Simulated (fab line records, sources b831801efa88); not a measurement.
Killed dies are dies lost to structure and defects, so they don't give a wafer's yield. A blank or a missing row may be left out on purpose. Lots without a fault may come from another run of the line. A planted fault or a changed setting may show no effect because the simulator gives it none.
Which tool did it? | flow sky130 | 7 lots, 21 wafers sampled, at 2 steps of a route of 708

WHAT THE GAUGES READ, wafer by wafer
SKY_VT_ADJUST_LVTN_TW_MEAS_21.
lot  | measured     | on            | VT_ADJUST_LVTN_2_TW
L596 | day 8 14:29  | film_metro-03 | 186.1 185.5 185.7
L599 | day 9 13:41  | film_metro-02 | 183.8 184.1 184.5
L601 | day 10 02:19 | film_metro-03 | 186.8 185.1 187.1
L605 | day 11 05:02 | film_metro-03 | 169.2 168.3 167.9
L608 | day 12 06:36 | film_metro-04 | 173.1 172.2 172.5
L614 | day 14 03:23 | film_metro-04 | 188.6 189.9 189.6
L616 | day 14 21:40 | film_metro-04 | 189.6 188.3 189.3

WHICH TOOL RAN EACH LOT (tool, then ch and the chambers of the sampled wafers, then the start)
lot  | SKY_VT_ADJUST_LVTN_IMPLANT_19
L596 | implanter-01 ch 0, day 8 14:15
L599 | implanter-01 ch 0, day 9 13:27
L601 | implanter-04 ch 0, day 10 02:06
L605 | implanter-04 ch 0, day 11 04:48
L608 | implanter-04 ch 0, day 12 06:23
L614 | implanter-03 ch 0, day 14 03:08
L616 | implanter-03 ch 0, day 14 21:26
- SKY_VT_ADJUST_LVTN_IMPLANT_19

THE ANSWER, worked out from the rows above alone
Rule: what is usual is taken from the lots themselves. Put in order of their means at a reading, lots are off if they are a third of the lots or fewer, leave a main group of 4 or more, and stand apart from it by a gap of 3 or more times the standard deviation of the main group's means; of several such gaps the widest counts. A main group whose means are all the same, to the digits that the tables above print for the reading, isn't used. A lot without any number at a reading at which 4 lots or more have one is off too. The other lots that the step has rows for count as sound.
Off: L605, L608, at SKY_VT_ADJUST_LVTN_TW_MEAS_21 (VT_ADJUST_LVTN_2_TW). The main group: mean 186.9, standard deviation 2.
A tool fits if, at a process step before that reading, it ran every lot that is off, and no sound lot after the first of them. The gauges at SKY_VT_ADJUST_LVTN_TW_MEAS_21 are tried like those tools. One fits: implanter-04 at SKY_VT_ADJUST_LVTN_IMPLANT_19. Its last sound lot is L601 (day 10 02:06), its first lot that is off L605 (day 11 04:48): a fault that began between those two fits.

WHAT THE SIMULATOR HAD PUT IN
Process parameter drift: implanter-04, from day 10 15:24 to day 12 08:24, at SKY_VT_ADJUST_LVTN_IMPLANT_19. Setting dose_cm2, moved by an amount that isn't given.
Lots struck among those shown: L605, L608. The rule above found the same.
